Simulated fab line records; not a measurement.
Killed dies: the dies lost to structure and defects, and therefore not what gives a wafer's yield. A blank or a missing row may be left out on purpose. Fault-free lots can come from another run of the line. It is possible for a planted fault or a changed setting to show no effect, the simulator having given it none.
A lot that was struck, set against a sound lot -- flow sky130 -- 13 out of 708 route steps
Sound: wafers L954.1, L954.5, L954.6. Wafers struck: L945.1, L945.2, L945.5. The cause is named last.
Per side, at each step with rows, come the tool, then ch with its chambers, and then its first start. Under that, the readings that differ: sound wafers -- struck wafers -- difference of the means -- sigmas: that difference in standard deviations of wafers without a fault.
alike: same words and numbers on both sides, and readings whose means sit less than 2 such deviations apart. not compared: any withheld reading, any reading some wafer has no value for, any bound like >300 that may hide the same value, and any number with overlapping values for which the record gives no deviation.
Wherever a step has rows on one side only, a row that says differs or no value, or a row with sigmas, the two part there. When numbers do not overlap yet have no deviation, they are printed without sigmas and do not part them. A reading missing from all wafers of one side parts the sides only when that side holds two or more wafers.

first, 5 steps without rows for these wafers: SKY_SONOS_ONO_COAT_08 (resist thk 1140 nm); SKY_SONOS_ONO_SOFTBAKE_09 (time 60 s); SKY_SONOS_ONO_EXPOSE_10 (exposes mask ONOM, target cd 410 nm); SKY_SONOS_ONO_PEB_11; SKY_SONOS_ONO_DEVELOP_12 (develop time 60 s).
SKY_SONOS_ONO_CD_MEAS_13: the cd target is 410 nm.
  sound on cd sem-02 at day 18 22:28; struck on cd sem-01 at day 15 21:47
reading,sound,struck,difference,sigmas
cd nm (nm),404.3 405.9 407.1,411.8 413.1 411.8,+6.5,+2
SKY_SONOS_ONO_OVL_MEAS_14:
  sound on overlay-02 at day 18 22:35; struck on overlay-01 at day 15 21:54
  alike: SONOS_ONO_OVL
SKY_SONOS_ONO_ETCH_15: etches the open film in CHF3/O2, target depth 19.52 nm, time 7.8 s.
  sound on rie diel-04 ch 1,2,3, day 18 22:37; struck on rie diel-02 ch 1,2,3, day 15 21:56
  alike: drypump motor current A, oes product au, throttle valve pct
  not compared: rf hours counter h
then, 1 step without rows for these wafers: SKY_SONOS_ONO_WET_ETCH_16 (etches SiO2 in dHF, target depth 14 nm, time 280 s).
SKY_SONOS_ONO_STRIP_17: strips in O2/N2.
  sound on plasma asher-01 ch 0,1, day 18 22:44; struck on plasma asher-01 ch 0,1, day 15 22:02
  alike: drypump motor current A, n2 flow sccm, oes product au, strip time to endpoint s
  not compared: rf hours counter h
then, 2 steps without rows for these wafers: SKY_SONOS_ONO_WET_ETCH_18 (etches Si3N4 in H3PO4, target depth 15 nm, time 172 s); SKY_GATE_OXIDE_CLEAN_00 (cleans in SC1/SC2, time 150 s).
SKY_GATE_OXIDE_OXIDATION_01: stabilise 600 s, purge 300 s, target thk 10.268 nm.
  struck on furnace-01, day 15 23:04; sound on furnace-01 ch 0, day 18 23:19
  no value came back on the struck wafers for ox temp c (C), ox temp c max, spike tc upper C (C); on the sound wafers ox temp c (C) reads 900.2 900.2 899.8

== WHERE THEY PART ==
At SKY_SONOS_ONO_CD_MEAS_13 first; at SKY_GATE_OXIDE_OXIDATION_01 last (within this record only).

WHY: the cause the simulator had injected
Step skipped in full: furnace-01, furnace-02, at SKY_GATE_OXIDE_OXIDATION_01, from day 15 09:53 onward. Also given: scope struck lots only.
